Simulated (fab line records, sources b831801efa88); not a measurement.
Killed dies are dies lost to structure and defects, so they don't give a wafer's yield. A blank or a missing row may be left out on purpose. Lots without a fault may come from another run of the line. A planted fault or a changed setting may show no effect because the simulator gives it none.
fab line records | flow sky130
record lots=5 wafers=15 last_day=49
route steps=708 shown PASSIVATION@683 PAD_OPEN@694
lots that met no fault: from a run of the same line without faults
start_h: hours from the record's first day to the start of the lot's first wafer shown | wait_h: hours since the lot's step before | " the same as in the row above | L1.1+2: a row that stands for several wafers | - no value, or no start given | * or withheld: withheld | < > ~ a bound
route shown NAME@n: a module of which the file shows steps, and the number in the route of the first | usual: mean/standard deviation of fault-free wafers | same: alike in all rows | chamber/n: place in a boat | sites: the reading at each site | _std_site: their standard deviation | _edge_site: outer sites' mean less inner sites' | radius_mm: how far each site lies from the wafer's centre | mask NAME#n: copy n | behind: the tool/chamber that last shaped the wafer | hold: why the lot was held/for how many hours/how that ended | device: the transistor (n, p or np) that didn't switch | end of line: the same wafers' tests at the end of the route | a step without rows: its recipe alone | killed: dies lost to structure and defects at the first sort, not the wafer's yield | map: a wafer's dies, x killed, . not, _ none there
set.NAME: the setting as run; set.NAME@STEP: as run at that earlier step | model.NAME: the simulator's own value behind a step, which no gauge read
lots at some steps of the route; a table a step, a row a wafer
services: from which hour (start_h, from the record's first day; less than 0 if before it) a tool's chamber was out of use, for how many hours, and why
## steps
# step SKY_PASSIVATION_CVD_02
# recipe material=Si3N4 target_thk_nm=540 temp_c=400 time_s=withheld rf_w=450
# usual heater_power_outer_w=426/75 heater_power_w=724/98
# columns lot.wafer tool chamber start_h wait_h heater_power_outer_w heater_power_w
L077.2 pecvd-02 0 1062.83 0.0 395 631
L077.3 " 2 " " 430 733
L077.6 " 1 " " 504 853
L078.1 pecvd-03 2 1063.58 0.1 485 796
L078.4 " 1 " " 398 656
L078.5 " 2 " " 519 827
L079.2 pecvd-02 2 1067.52 0.0 349 610
L079.3 " 1 " " 487 824
L079.4 " 0 " " 408 663
L089.1 pecvd-02 0 1143.55 0.1 394 663
L089.2 " 2 " " 421 717
L089.5 " 2 " " 434 727
L093.2 pecvd-03 1 1146.96 0.0 362 592
L093.4 " 2 " " 558 864
L093.5 " 1 " " 377 632
# step SKY_PASSIVATION_THK_MEAS_03
# recipe reads=Si3N4_of_PASSIVATION_CVD_02
# usual PASSIVATION_CVD_02_THK=540/6.6
# columns lot.wafer tool chamber start_h wait_h PASSIVATION_CVD_02_THK[nm]
L077.2 film_metro-03 - 1063.07 - 540
L077.3 " - " " 531
L077.6 " - " " 543
L078.1 film_metro-03 - 1063.80 - 540
L078.4 " - " " 551
L078.5 " - " " 551
L079.2 film_metro-02 - 1067.75 - 539
L079.3 " - " " 537
L079.4 " - " " 544
L089.1 film_metro-02 - 1143.78 - 531
L089.2 " - " " 533
L089.5 " - " " 539
L093.2 film_metro-03 - 1147.26 - 541
L093.4 " - " " 554
L093.5 " - " " 550
# step SKY_PASSIVATION_DEHYDRATE_04
# recipe temp_c=200 time_s=60
# usual exhaust_pa=45.1/1.1
# columns lot.wafer tool chamber start_h wait_h exhaust_pa
L077.2 litho_track-03 0 1072.40 9.3 44.4
L077.3 " 0 " " 45.9
L077.6 " 0 " " 45.1
L078.1 litho_track-04 0 1073.21 9.4 46.9
L078.4 " 0 " " 47.0
L078.5 " 0 " " 43.8
L079.2 litho_track-04 0 1077.43 9.7 44.5
L079.3 " 0 " " 44.9
L079.4 " 0 " " 45.1
L089.1 litho_track-03 0 1151.42 7.6 44.6
L089.2 " 0 " " 44.1
L089.5 " 0 " " 44.8
L093.2 litho_track-04 0 1155.33 8.1 44.6
L093.4 " 0 " " 44.2
L093.5 " 0 " " 43.2
# step SKY_PASSIVATION_HMDS_05
# recipe prime_time_s=60 prime_temp_c=120
# usual exhaust_pa=45.2/0.87
# columns lot.wafer tool chamber start_h wait_h exhaust_pa
L077.2 litho_track-03 0 1072.55 0.1 43.8
L077.3 " 0 " " 44.5
L077.6 " 0 " " 44.9
L078.1 litho_track-04 0 1073.36 0.1 46.0
L078.4 " 0 " " 46.2
L078.5 " 0 " " 46.3
L079.2 litho_track-04 0 1077.58 0.1 45.8
L079.3 " 0 " " 44.3
L079.4 " 0 " " 44.6
L089.1 litho_track-03 0 1151.57 0.1 46.3
L089.2 " 0 " " 43.8
L089.5 " 0 " " 44.6
L093.2 litho_track-04 0 1155.48 0.1 46.1
L093.4 " 0 " " 46.0
L093.5 " 0 " " 45.8
# step SKY_PASSIVATION_COAT_06
# recipe spin_rpm=2000 resist_thk_nm=3000
# usual exhaust_pa=45.3/0.87
# columns lot.wafer tool chamber start_h wait_h exhaust_pa
L077.2 litho_track-03 0 1072.70 0.1 46.3
L077.3 " 0 " " 45.3
L077.6 " 0 " " 44.2
L078.1 litho_track-04 0 1073.51 0.1 44.2
L078.4 " 0 " " 44.7
L078.5 " 0 " " 45.0
L079.2 litho_track-04 0 1077.73 0.1 46.1
L079.3 " 0 " " 46.2
L079.4 " 0 " " 46.3
L089.1 litho_track-03 0 1151.72 0.1 47.1
L089.2 " 0 " " 47.5
L089.5 " 0 " " 45.6
L093.2 litho_track-04 0 1155.63 0.1 44.7
L093.4 " 0 " " 44.5
L093.5 " 0 " " 44.7
# step SKY_PASSIVATION_SOFTBAKE_07
# recipe temp_c=110 time_s=withheld
# usual exhaust_pa=45.0/1
# columns lot.wafer tool chamber start_h wait_h exhaust_pa
L077.2 litho_track-03 0 1072.86 0.1 45.2
L077.3 " 0 " " 45.5
L077.6 " 0 " " 45.0
L078.1 litho_track-04 0 1073.66 0.1 43.6
L078.4 " 0 " " 44.5
L078.5 " 0 " " 43.3
L079.2 litho_track-04 0 1077.89 0.1 44.3
L079.3 " 0 " " 45.1
L079.4 " 0 " " 45.5
L089.1 litho_track-03 0 1151.87 0.1 44.7
L089.2 " 0 " " 45.4
L089.5 " 0 " " 44.8
L093.2 litho_track-04 0 1155.79 0.1 44.5
L093.4 " 0 " " 43.9
L093.5 " 0 " " 45.4
# step SKY_PASSIVATION_EXPOSE_08
# recipe mask_id=NSM target_cd_nm=3000 na=0.57 dose_mj=260
# columns lot.wafer tool chamber start_h wait_h mask
L077.2+3+6 iline_stepper-01 0 - - NSM#0
L078.1+4+5 iline_stepper-02 0 - - NSM#0
L079.2+3+4 iline_stepper-02 0 - - NSM#0
L089.1+2+5 iline_stepper-01 0 - - NSM#0
L093.2+4+5 iline_stepper-02 0 - - NSM#0
# step SKY_PASSIVATION_PEB_09
# recipe temp_c=115 time_s=withheld
# usual exhaust_pa=45.0/0.78
# columns lot.wafer tool chamber start_h wait_h exhaust_pa
L077.2 litho_track-03 0 - - 44.7
L077.3 " 0 " " 46.1
L077.6 " 0 " " 44.3
L078.1 litho_track-03 0 - - 43.8
L078.4 " 0 " " 45.7
L078.5 " 0 " " 45.9
L079.2 litho_track-02 0 - - 44.5
L079.3 " 0 " " 44.8
L079.4 " 0 " " 44.9
L089.1 litho_track-04 0 - - 44.6
L089.2 " 0 " " 44.6
L089.5 " 0 " " 43.7
L093.2 litho_track-03 0 - - 46.0
L093.4 " 0 " " 47.4
L093.5 " 0 " " 45.8
# step SKY_PASSIVATION_DEVELOP_10
# recipe develop_time_s=60 dev_temp_c=23
# usual exhaust_pa=44.9/0.94
# columns lot.wafer tool chamber start_h wait_h exhaust_pa
L077.2 litho_track-03 0 - - 44.8
L077.3 " 0 " " 44.6
L077.6 " 0 " " 45.1
L078.1 litho_track-03 0 - - 44.8
L078.4 " 0 " " 43.1
L078.5 " 0 " " 43.2
L079.2 litho_track-02 0 - - 43.0
L079.3 " 0 " " 44.2
L079.4 " 0 " " 45.0
L089.1 litho_track-04 0 - - 44.7
L089.2 " 0 " " 45.9
L089.5 " 0 " " 44.5
L093.2 litho_track-03 0 - - 44.5
L093.4 " 0 " " 44.8
L093.5 " 0 " " 43.9
# step SKY_PASSIVATION_ETCH_11
# recipe chemistry=CF4/O2 target_depth_nm=725 stop_on=AlCu source_w=800 bias_w=150 pressure_mtorr=150 cf4_flow_sccm=80 O2_flow_sccm=10 time_s=161.1
# usual cf4_flow_sccm=79.98/0.27 drypump_motor_current_A=5.8/0.4 oes_product_au=0.978/0.0066 throttle_valve_pct=5.966/0.011
# columns lot.wafer tool chamber start_h wait_h cf4_flow_sccm drypump_motor_current_A oes_product_au rf_hours_counter_h throttle_valve_pct
L077.2 rie_diel-03 0 1083.02 - 79.82 5.8 0.981 15 5.955
L077.3 " 2 " " 80.14 5.9 0.967 18 5.962
L077.6 " 0 " " 80.07 5.8 0.977 - 5.988
L078.1 rie_diel-02 1 1083.97 - 79.85 6.2 0.979 23 5.954
L078.4 " 1 " " 79.79 6.3 0.987 - 5.972
L078.5 " 2 " " 79.96 5.6 0.983 - 5.963
L079.2 rie_diel-02 2 1087.50 - 79.82 5.6 0.972 5 5.953
L079.3 " 0 " " 79.63 5.1 0.981 18 5.981
L079.4 " 3 " " 79.58 5.9 0.983 19 5.964
L089.1 rie_diel-04 3 1161.81 - 79.89 6.5 0.967 21 5.950
L089.2 " 0 " " 80.32 6.0 0.969 18 5.971
L089.5 " 1 " " 80.43 5.5 0.981 - 5.979
L093.2 rie_diel-04 2 1165.42 - 80.41 5.8 0.981 27 5.944
L093.4 " 0 " " 79.36 6.0 0.983 18 5.970
L093.5 " 1 " " 80.06 5.5 0.982 - 5.961
# step SKY_PASSIVATION_STRIP_12
# recipe chemistry=O2/N2 power_w=1400 pressure_mtorr=1500 platen_temp_c=withheld overash_fraction=0.7 o2_flow_sccm=3000 n2_flow_sccm=300
# usual drypump_motor_current_A=5.6/0.41 oes_product_au=0.660/0.005 strip_time_to_endpoint_s=31.52/0.11
# columns lot.wafer tool chamber start_h wait_h drypump_motor_current_A oes_product_au rf_hours_counter_h strip_time_to_endpoint_s
L077.2 plasma_asher-03 0 1083.13 0.1 5.7 0.666 93 31.55
L077.3 " 1 " " 5.3 0.664 - 31.51
L077.6 " 0 " " 5.7 0.655 - 31.39
L078.1 plasma_asher-03 0 1084.08 0.1 5.7 0.670 93 31.86
L078.4 " 0 " " 5.7 0.662 - 31.71
L078.5 " 0 " " 5.7 0.659 - 31.82
L079.2 plasma_asher-03 1 1087.61 0.1 5.3 0.664 93 31.51
L079.3 " 0 " " 5.7 0.658 - 31.56
L079.4 " 1 " " 5.3 0.662 - 31.62
L089.1 plasma_asher-03 0 1161.91 0.1 5.7 0.657 101 31.48
L089.2 " 1 " " 5.3 0.661 101 31.33
L089.5 " 0 " " 5.7 0.667 - 31.34
L093.2 plasma_asher-04 1 1165.53 0.1 5.1 0.651 72 31.61
L093.4 " 1 " " 5.1 0.659 - 31.67
L093.5 " 1 " " 5.1 0.658 - 31.54
# step SKY_PAD_OPEN_DEHYDRATE_00
# recipe temp_c=200 time_s=60
# usual exhaust_pa=45.1/0.96
# columns lot.wafer tool chamber start_h wait_h exhaust_pa
L077.2 litho_track-03 0 1092.60 9.4 45.2
L077.3 " 0 " " 45.0
L077.6 " 0 " " 44.5
L078.1 litho_track-03 0 1093.82 9.7 45.8
L078.4 " 0 " " 45.3
L078.5 " 0 " " 45.9
L079.2 litho_track-04 0 1097.93 10.3 44.7
L079.3 " 0 " " 46.1
L079.4 " 0 " " 46.0
L089.1 litho_track-01 0 1169.97 8.0 44.4
L089.2 " 0 " " 43.0
L089.5 " 0 " " 45.5
L093.2 litho_track-04 0 1173.73 8.2 45.5
L093.4 " 0 " " 45.8
L093.5 " 0 " " 43.9
# step SKY_PAD_OPEN_HMDS_01
# recipe prime_time_s=60 prime_temp_c=120
# usual exhaust_pa=44.8/0.85
# columns lot.wafer tool chamber start_h wait_h exhaust_pa
L077.2 litho_track-03 0 1092.75 0.1 44.7
L077.3 " 0 " " 44.1
L077.6 " 0 " " 45.1
L078.1 litho_track-03 0 1093.97 0.1 45.1
L078.4 " 0 " " 45.1
L078.5 " 0 " " 44.7
L079.2 litho_track-04 0 1098.08 0.1 44.3
L079.3 " 0 " " 45.4
L079.4 " 0 " " 43.7
L089.1 litho_track-01 0 1170.12 0.1 43.9
L089.2 " 0 " " 45.7
L089.5 " 0 " " 44.4
L093.2 litho_track-04 0 1173.88 0.1 44.0
L093.4 " 0 " " 44.7
L093.5 " 0 " " 44.9
# step SKY_PAD_OPEN_COAT_02
# recipe spin_rpm=2000 resist_thk_nm=3000
# usual exhaust_pa=45.0/0.77
# columns lot.wafer tool chamber start_h wait_h exhaust_pa
L077.2 litho_track-03 0 1092.90 0.1 45.0
L077.3 " 0 " " 45.3
L077.6 " 0 " " 44.7
L078.1 litho_track-03 0 1094.12 0.1 44.5
L078.4 " 0 " " 44.3
L078.5 " 0 " " 45.5
L079.2 litho_track-04 0 1098.23 0.1 46.0
L079.3 " 0 " " 45.8
L079.4 " 0 " " 45.7
L089.1 litho_track-01 0 1170.27 0.1 45.2
L089.2 " 0 " " 45.5
L089.5 " 0 " " 45.2
L093.2 litho_track-04 0 1174.03 0.1 43.9
L093.4 " 0 " " 45.0
L093.5 " 0 " " 45.3
# step SKY_PAD_OPEN_SOFTBAKE_03
# recipe temp_c=110 time_s=withheld
# usual exhaust_pa=45.0/0.89
# columns lot.wafer tool chamber start_h wait_h exhaust_pa
L077.2 litho_track-03 0 1093.06 0.1 44.5
L077.3 " 0 " " 43.8
L077.6 " 0 " " 45.8
L078.1 litho_track-03 0 1094.27 0.1 43.3
L078.4 " 0 " " 45.2
L078.5 " 0 " " 44.9
L079.2 litho_track-04 0 1098.39 0.1 44.3
L079.3 " 0 " " 43.7
L079.4 " 0 " " 44.6
L089.1 litho_track-01 0 1170.42 0.1 42.4
L089.2 " 0 " " 44.7
L089.5 " 0 " " 44.3
L093.2 litho_track-04 0 1174.19 0.1 44.8
L093.4 " 0 " " 44.1
L093.5 " 0 " " 44.8
# step SKY_PAD_OPEN_EXPOSE_04
# recipe mask_id=PDM target_cd_nm=60000 na=0.57 dose_mj=260
# columns lot.wafer tool chamber start_h wait_h mask
L077.2+3+6 iline_stepper-02 0 - - PDM#0
L078.1+4+5 iline_stepper-01 0 - - PDM#0
L079.2+3+4 iline_stepper-01 0 - - PDM#0
L089.1+2+5 iline_stepper-02 0 - - PDM#0
L093.2+4+5 iline_stepper-01 0 - - PDM#0
# step SKY_PAD_OPEN_PEB_05
# recipe temp_c=115 time_s=withheld
# usual exhaust_pa=44.8/0.79
# columns lot.wafer tool chamber start_h wait_h exhaust_pa
L077.2 litho_track-04 0 - - 44.9
L077.3 " 0 " " 44.9
L077.6 " 0 " " 44.7
L078.1 litho_track-04 0 - - 46.3
L078.4 " 0 " " 44.1
L078.5 " 0 " " 44.3
L079.2 litho_track-03 0 - - 44.9
L079.3 " 0 " " 44.9
L079.4 " 0 " " 46.2
L089.1 litho_track-01 0 - - 45.5
L089.2 " 0 " " 45.1
L089.5 " 0 " " 44.5
L093.2 litho_track-01 0 - - 44.7
L093.4 " 0 " " 45.0
L093.5 " 0 " " 46.0
# step SKY_PAD_OPEN_DEVELOP_06
# recipe develop_time_s=60 dev_temp_c=23
# usual exhaust_pa=44.7/0.97
# columns lot.wafer tool chamber start_h wait_h exhaust_pa
L077.2 litho_track-04 0 - - 44.2
L077.3 " 0 " " 45.2
L077.6 " 0 " " 43.9
L078.1 litho_track-04 0 - - 42.8
L078.4 " 0 " " 44.8
L078.5 " 0 " " 42.6
L079.2 litho_track-03 0 - - 45.3
L079.3 " 0 " " 44.5
L079.4 " 0 " " 44.2
L089.1 litho_track-01 0 - - 45.0
L089.2 " 0 " " 44.8
L089.5 " 0 " " 45.0
L093.2 litho_track-01 0 - - 45.7
L093.4 " 0 " " 44.7
L093.5 " 0 " " 45.4
# step SKY_PAD_OPEN_ETCH_07
# recipe chemistry=CF4/O2 target_depth_nm=725 stop_on=AlCu source_w=800 bias_w=150 pressure_mtorr=150 cf4_flow_sccm=80 O2_flow_sccm=10 time_s=161.1
# usual cf4_flow_sccm=80.01/0.25 drypump_motor_current_A=5.9/0.46 oes_product_au=0.980/0.0076 throttle_valve_pct=5.965/0.0096
# columns lot.wafer tool chamber start_h wait_h cf4_flow_sccm drypump_motor_current_A oes_product_au rf_hours_counter_h throttle_valve_pct
L077.2 rie_diel-02 3 1103.66 - 80.12 5.9 0.977 20 5.970
L077.3 " 2 " " 79.70 5.6 0.973 5 5.982
L077.6 " 2 " " 79.70 5.6 0.988 - 5.963
L078.1 rie_diel-01 3 1104.81 - 80.28 6.4 0.985 18 5.974
L078.4 " 3 " " 80.08 6.4 0.990 - 5.966
L078.5 " 0 " " 80.05 5.4 0.989 - 5.968
L079.2 rie_diel-02 2 1108.22 - 79.58 5.6 0.972 5 5.968
L079.3 " 3 " " 79.74 5.9 0.976 20 5.959
L079.4 " 1 " " 80.12 6.2 0.984 24 5.945
L089.1 rie_diel-04 0 1179.27 - 79.70 6.0 0.963 18 5.966
L089.2 " 2 " " 79.95 5.8 0.978 27 5.963
L089.5 " 3 " " 79.52 6.5 0.971 - 5.983
L093.2 rie_diel-01 0 1184.37 - 80.61 5.4 0.982 12 5.965
L093.4 " 3 " " 80.30 6.5 0.995 21 5.976
L093.5 " 2 " " 80.08 6.2 0.989 - 5.959
# step SKY_PAD_OPEN_STRIP_08
# recipe chemistry=O2/N2 power_w=1400 pressure_mtorr=1500 platen_temp_c=withheld overash_fraction=0.7 o2_flow_sccm=3000 n2_flow_sccm=300
# usual drypump_motor_current_A=5.9/0.5 oes_product_au=0.663/0.0048
# columns lot.wafer tool chamber start_h wait_h drypump_motor_current_A oes_product_au rf_hours_counter_h
L077.2 plasma_asher-02 0 1103.76 0.1 6.4 0.659 4
L077.3 " 0 " " 6.4 0.659 -
L077.6 " 0 " " 6.4 0.664 -
L078.1 plasma_asher-03 1 1104.91 0.1 5.3 0.664 95
L078.4 " 1 " " 5.3 0.668 -
L078.5 " 1 " " 5.3 0.669 -
L079.2 plasma_asher-03 0 1108.33 0.1 5.7 0.669 95
L079.3 " 1 " " 5.3 0.663 -
L079.4 " 0 " " 5.7 0.656 -
L089.1 plasma_asher-02 0 1179.37 0.1 6.4 0.665 11
L089.2 " 1 " " 6.3 0.655 11
L089.5 " 1 " " 6.3 0.660 -
L093.2 plasma_asher-03 1 1184.47 0.1 5.3 0.665 103
L093.4 " 0 " " 5.8 0.665 -
L093.5 " 0 " " 5.8 0.662 -
# step SKY_PAD_OPEN_STRIP_09
# recipe chemistry=post_etch_residue_remover time_s=1200 temp_c=72.5
# columns lot.wafer tool chamber start_h wait_h
L077.2+3+6 wet_bench-04 3 1103.86 0.1
L078.1+4+5 wet_bench-01 1 1105.01 0.1
L079.2+3+4 wet_bench-01 2 1108.43 0.1
L089.1+2+5 wet_bench-02 1 1179.47 0.1
L093.2+4+5 wet_bench-04 1 1184.57 0.1
# step SKY_PAD_OPEN_CLEAN_10
# recipe chemistry=IPA time_s=180 temp_c=25
# columns lot.wafer tool chamber start_h wait_h
L077.2+3+6 wet_bench-01 1 1104.20 0.0
L078.1+4+5 wet_bench-01 2 1105.76 0.0
L079.2+3+4 wet_bench-02 2 1109.11 0.0
L089.1+2+5 wet_bench-02 2 1179.81 0.0
L093.2+4+5 wet_bench-02 0 1184.91 0.0
# step SKY_PAD_OPEN_CLEAN_11
# recipe chemistry=O3/DIW dry=n2_spin
# columns lot.wafer tool chamber start_h wait_h
L077.2+3+6 wet_bench-04 3 1104.33 0.0
L078.1+4+5 wet_bench-01 2 1105.88 0.0
L079.2+3+4 wet_bench-04 0 1109.17 0.0
L089.1+2+5 wet_bench-02 0 1179.87 0.0
L093.2+4+5 wet_bench-04 2 1184.97 0.0
# step SKY_PAD_OPEN_ANNEAL_12
# recipe temp_c=400 time_s=withheld ambient=N2/H2 idle_temp_c=300 ramp_up_c_per_min=8 ramp_down_c_per_min=4
# usual spike_tc_lower_C=399.3/1.3 spike_tc_top_C=429.8/2.3
# columns lot.wafer tool chamber start_h wait_h spike_tc_lower_C spike_tc_top_C
L077.2 furnace-01 0 1104.42 0.0 398.2 432.3
L077.3 " 0 " " 398.1 430.0
L077.6 " 0 " " 398.1 431.6
L078.1 furnace-02 0 1106.08 0.0 400.7 428.0
L078.4 " 0 " " 401.2 426.8
L078.5 " 0 " " 399.7 427.5
L079.2 furnace-01 0 1109.27 0.0 397.3 430.6
L079.3 " 0 " " 398.4 431.2
L079.4 " 0 " " 397.8 431.2
L089.1 furnace-01 0 1179.96 0.0 398.9 431.4
L089.2 " 0 " " 399.3 429.9
L089.5 " 0 " " 398.1 431.7
L093.2 furnace-02 0 1185.06 0.0 401.0 428.1
L093.4 " 0 " " 398.9 427.1
L093.5 " 0 " " 399.6 428.9
# step SKY_PAD_OPEN_BOW_MEAS_13
# recipe mode=bow
# usual PAD_OPEN_BOW=46/8.7
# columns lot.wafer tool chamber start_h wait_h PAD_OPEN_BOW[um]
L077.2 film_metro-04 - 1105.94 - 33
L077.3 " - " " 30
L077.6 " - " " 34
L078.1 film_metro-01 - 1107.58 - 42
L078.4 " - " " 50
L078.5 " - " " 49
L079.2 film_metro-01 - 1110.79 - 49
L079.3 " - " " 57
L079.4 " - " " 54
L089.1 film_metro-04 - 1181.46 - 31
L089.2 " - " " 50
L089.5 " - " " 39
L093.2 film_metro-02 - 1186.58 - 46
L093.4 " - " " 47
L093.5 " - " " 59
# step SKY_PAD_OPEN_PROBE_99
# usual defect_limited_yield=82.5/1.8 killed_at_M0_to_M3=43/6.6 killed_at_M4_up=3.2/1.8 killed_at_contacts=24/5 killed_at_front_end=15/4.5 killed_at_other=0.2/0.46 killed_dies=86/8.8 killed_open=48/6.6 killed_short=38/6.1 sort_bin_3_pad_short=0.8/0.42 sort_bin_5_function=10.4/1.4 sort_bin_6_memory=6.3/1 sort_n_pass=406/8.8 sort_yield_pct=82.5/1.8
# same gross_dies=492 killed_at_back_side=0 sort_bin_4_leakage[%]=0 sort_bin_8_speed[%]=0
# columns lot.wafer tool chamber start_h wait_h defect_limited_yield[%] killed_at_M0_to_M3 killed_at_M4_up killed_at_contacts killed_at_front_end killed_at_other killed_dies killed_open killed_short sort_bin_3_pad_short[%] sort_bin_5_function[%] sort_bin_6_memory[%] sort_n_pass sort_yield_pct[%]
L089.1 prober-01 - 1181.58 0.1 83.9 44 1 17 17 0 79 39 40 0.8 7.7 7.5 413 83.9
L089.2 prober-01 - 1181.63 0.1 84.6 32 3 31 9 1 76 40 36 0.8 9.6 5.1 416 84.6
L089.5 prober-01 - 1181.78 0.2 82.3 44 3 24 16 0 87 47 40 0.2 12.0 5.5 405 82.3
# killed by level:class
L089.1 CONTACT:geometric_particle:open=9 METAL1:geometric_particle:short=8 METAL2:geometric_particle:short=8 VIA1:geometric_particle:open=6 VIA2:geometric_particle:open=6 FIELD_ISO:geometric_particle:open=4 VIA1:geometric_particle:short=4 METAL3:geometric_particle:short=4
L089.2 CONTACT:geometric_particle:open=9 VIA1:geometric_particle:open=9 LOCAL_INTERCONNECT:geometric_particle:short=6 METAL1:geometric_particle:short=6 LI_CONTACT:geometric_particle:short=5 CONTACT:geometric_particle:short=5 METAL2:geometric_particle:short=5 VIA3:geometric_particle:open=5
L089.5 METAL2:geometric_particle:short=12 VIA2:geometric_particle:open=8 CONTACT:geometric_particle:open=7 LI_CONTACT:geometric_particle:open=6 CONTACT:geometric_particle:short=6 VIA3:geometric_particle:open=6 FIELD_ISO:geometric_particle:open=5 VIA1:geometric_particle:open=5
## services
# columns tool chamber start_h hours kind
rie_diel-03 - 1038.96 1.5 repair
furnace-01 - 1047.95 3.2 pm
pecvd-03 - 1051.53 2.8 pm
furnace-02 - 1051.58 4.0 repair
plasma_asher-02 - 1055.25 9.0 pm
furnace-01 - 1055.56 12.7 pm
rie_diel-03 3 1056.97 8.2 repair
pecvd-02 - 1066.22 1.1 repair
iline_stepper-02 - 1071.01 1.0 repair
rie_diel-02 3 1081.34 4.4 repair
furnace-02 - 1081.40 3.8 pm
iline_stepper-02 - 1082.45 8.9 pm
pecvd-02 - 1097.80 2.8 pm
rie_diel-01 1 1103.15 3.1 repair
rie_diel-01 3 1107.78 11.9 repair
furnace-02 - 1115.84 11.9 pm
iline_stepper-02 - 1116.04 1.7 pm
rie_diel-02 1 1120.97 3.7 repair
rie_diel-04 3 1127.34 6.8 repair
rie_diel-04 - 1128.62 0.2 repair
furnace-02 - 1130.50 2.8 pm
furnace-02 - 1133.26 3.2 pm
rie_diel-02 - 1167.17 22.0 repair
iline_stepper-01 - 1170.14 1.7 pm
## key
fault none
